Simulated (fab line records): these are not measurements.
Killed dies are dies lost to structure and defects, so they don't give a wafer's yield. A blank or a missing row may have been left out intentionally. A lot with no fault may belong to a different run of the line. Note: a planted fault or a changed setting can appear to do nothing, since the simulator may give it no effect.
Struck lot and sound lot, side by side / flow sky130 / 29 out of 708 route steps
Sound: the wafers L738.2, L738.5, L738.6. Wafers L749.3, L749.4, L749.5 were the ones struck. The cause is given at the end.
Each step with rows lists, per side, the tool, then ch with its chambers, then its first start. Under that, the readings that differ: sound wafers / struck wafers / difference of the means / sigmas: that difference in standard deviations of wafers without a fault.
alike: same words and numbers on both sides, and readings whose means sit less than 2 such deviations apart. not compared: any withheld reading, any reading some wafer has no value for, any bound like >300 that may hide the same value, and any number with overlapping values for which the record gives no deviation.
The two part at a step that has a row with sigmas, a row that says differs or no value, or rows on one side only. Numbers that have no deviation but don't overlap get no sigmas and don't part them. A reading missing from all wafers of one side parts the sides only when that side holds two or more wafers.

SKY_POLY_GATE_CD_MEAS_13: the cd target is 150 nm.
  sound on cd-sem-01 at day 16 14:13; struck on cd-sem-02 at day 20 20:02
  alike: cd-nm
SKY_POLY_GATE_OVL_MEAS_14:
  sound on overlay-01 at day 16 14:19; struck on overlay-01 at day 20 20:08
  alike: POLY_GATE_OVL
SKY_POLY_GATE_ETCH_15: etches BARC in N2/H2, stops on SiO2, time 118.5 s, target depth 110 nm.
  sound on rie-diel-03 ch 0,1, day 16 14:21; struck on rie-diel-03 ch 1,2,3, day 20 20:09
  alike: drypump-motor-current-A, oes-product-au, throttle-valve-pct
  not compared: rf-hours-counter-h
SKY_POLY_GATE_ETCH_16: etches Si3N4 in CH3F/O2, stops on poly-Si, time 147.5 s, target depth 75 nm.
  sound on rie-diel-03 ch 0,1, day 16 14:26; struck on rie-diel-03 ch 1,2,3, day 20 20:14
  alike: drypump-motor-current-A, oes-product-au, throttle-valve-pct
  not compared: rf-hours-counter-h
SKY_POLY_GATE_ETCH_17: etches poly-Si in HBr/Cl2, stops on SiO2, target depth 180 nm, time 70.5 s.
  sound on rie-si-01 ch 1,2,3, day 16 14:32; struck on rie-si-01 ch 0,1, day 20 20:20
  alike: drypump-motor-current-A, mfc-cl2-sccm, oes-product-au, throttle-valve-pct
  not compared: rf-hours-counter-h
SKY_POLY_GATE_STRIP_18: strips in O2/N2.
  sound on plasma-asher-02 ch 0,1, day 16 14:35; struck on plasma-asher-02 ch 0,1, day 20 20:25
  alike: drypump-motor-current-A, oes-product-au, strip-time-to-endpoint-s
  not compared: rf-hours-counter-h
then, 2 steps without rows for these wafers: SKY_POLY_GATE_CLEAN_19 (cleans in SC1/SC2, time 150 s); SKY_POLY_GATE_OXIDATION_20 (stabilise 600 s, purge 300 s, target thk 4 nm).
SKY_POLY_GATE_THK_MEAS_21:
  sound on film-metro-02 at day 16 16:00; struck on film-metro-04 at day 20 21:58
reading=POLY_GATE_OXIDATION_THK (nm); sound=4.08 4.15 4.14; struck=3.92 3.99 3.90; difference=-0.19; sigmas=-2
SKY_POLY_GATE_CD_MEAS_22:
  sound on cd-sem-02 at day 16 16:04; struck on cd-sem-01 at day 20 22:05
  alike: cd-nm
then, 2 steps without rows for these wafers: SKY_LDD_N_DEHYDRATE_00 (time 60 s); SKY_LDD_N_HMDS_01 (prime time 60 s).
SKY_LDD_N_COAT_02: resist thk 300 nm.
  sound on litho-track-04 ch 0, day 17 06:06; struck on litho-track-04 ch 0, day 21 12:59
reading=model.NOVOLAK_of_LDD_N_COAT_02.thk-nm (nm); sound=299.1 300.3 298.3; struck=312.6 312.8 312.5; difference=+13.4; sigmas=
  alike: chill-plate-temp-C, dispense-pressure-kPa, exhaust-pa, resist-line-temp-C
then, 3 steps without rows for these wafers: SKY_LDD_N_SOFTBAKE_03 (time 60 s); SKY_LDD_N_EXPOSE_04 (exposes mask NTM, target cd 840 nm); SKY_LDD_N_PEB_05.
SKY_LDD_N_DEVELOP_06: develop time 60 s.
  sound on litho-track-01 ch 0, day 17 20:47; struck on litho-track-03 ch 0, day 22 03:47
reading=model.NOVOLAK_of_LDD_N_COAT_02.thk-nm (nm); sound=298.6 299.9 297.9; struck=312.2 312.3 312.1; difference=+13.4; sigmas=
  alike: chill-plate-temp-C, developer-temp-C, exhaust-pa, resist-line-temp-C
SKY_LDD_N_OVL_MEAS_07:
  sound on overlay-01 at day 17 20:55; struck on overlay-01 at day 22 03:55
  alike: LDD_N_OVL
then, 8 steps without rows for these wafers: SKY_LDD_N_IMPLANT_08; SKY_LDD_N_IMPLANT_09; SKY_LDD_N_IMPLANT_10; SKY_LDD_N_IMPLANT_11; SKY_LDD_N_IMPLANT_12; SKY_LDD_N_IMPLANT_13; SKY_LDD_N_IMPLANT_14; SKY_LDD_N_IMPLANT_15.
SKY_LDD_N_STRIP_16: strips in O2/N2.
  sound on plasma-asher-02 ch 0,1, day 17 22:09; struck on plasma-asher-01 ch 0,1, day 22 05:10
reading=strip-time-to-endpoint-s (s); sound=4.292 4.318 4.293; struck=4.468 4.462 4.472; difference=+0.166; sigmas=+12
  alike: drypump-motor-current-A, oes-product-au
  not compared: rf-hours-counter-h
SKY_LDD_N_TW_MEAS_17:
  sound on film-metro-03 at day 17 22:16; struck on film-metro-02 at day 22 05:16
  alike: LDD_N_TW
-- here the record skips 27 days between the struck wafers' starts before and after, leaving off in module LDD_N and picking up in module PAD_OPEN (first step shown: number 708 of the route) --
SKY_PAD_OPEN_PROBE_99:
  record: rows for the struck wafers here (prober-01, day 48 17:43), none for the sound ones

WHERE THEY PART
Last at SKY_PAD_OPEN_PROBE_99 as far as this record goes, first at SKY_POLY_GATE_THK_MEAS_21.

WHY: what the simulator had put in
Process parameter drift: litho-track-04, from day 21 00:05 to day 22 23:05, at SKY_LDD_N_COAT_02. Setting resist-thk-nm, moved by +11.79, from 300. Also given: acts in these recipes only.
